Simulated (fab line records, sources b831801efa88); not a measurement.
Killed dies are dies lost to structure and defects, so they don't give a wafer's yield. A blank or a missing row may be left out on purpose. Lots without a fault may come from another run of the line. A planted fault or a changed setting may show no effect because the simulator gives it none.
Chamber matching | flow sfq_line | SFQ_TRILAYER_I1_CMP_CMP_046 on cmp-01: 4 sister chambers
The step polishes SiO2. 7 wafers are shown with their chamber, then 7 later ones without.

WAFERS WITH THEIR CHAMBER
wafer  | chamber | motor_current_A (A) | time_to_endpoint_s (s)
L794.1 | 1       | 10.5                | 216
L796.2 | 2       | 8.6                 | 210
L796.6 | 0       | 8.8                 | 224
L803.3 | 0       | 8.4                 | 206
L803.5 | 3       | 12.3                | 220
L808.1 | 2       | 8.0                 | 213
L808.3 | 3       | 12.6                | 219

WAFERS WITHOUT THEIR CHAMBER
wafer  | motor_current_A (A) | time_to_endpoint_s (s)
L808.6 | 9.7                 | 220
L815.1 | 9.8                 | 214
L815.3 | 12.9                | 218
L815.6 | 9.9                 | 211
L816.2 | 10.0                | 221
L816.5 | 10.1                | 221
L816.6 | 8.3                 | 222

WHICH CHAMBER EACH WENT THROUGH
wafer  | from the rows above          | in truth
L808.6 | can't be placed: 1 or 0 or 2 | 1
L815.1 | can't be placed: 1 or 0      | 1
L815.3 | 3                            | 3
L815.6 | 1                            | 1
L816.2 | 1                            | 1
L816.5 | 1                            | 1
L816.6 | can't be placed: 0 or 2      | 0
Placed correctly: 4 of 7. Can't be placed from these rows: 3 (the true chamber is among the candidates in 3). Placed wrongly: 0.
How it was worked out, from the rows above alone: a wafer's distance from a chamber is the root of the sum, over the readings, of the square of ((its reading less the chamber's mean) divided by the reading's scatter). The wafer belongs to the nearest chamber; if the next one is less than 2 further off, it can't be placed. A chamber's mean is the mean of its shown wafers. The scatter: the root of (the sum of the squares of (reading less its chamber's mean) over the shown wafers, divided by (wafers less chambers)).
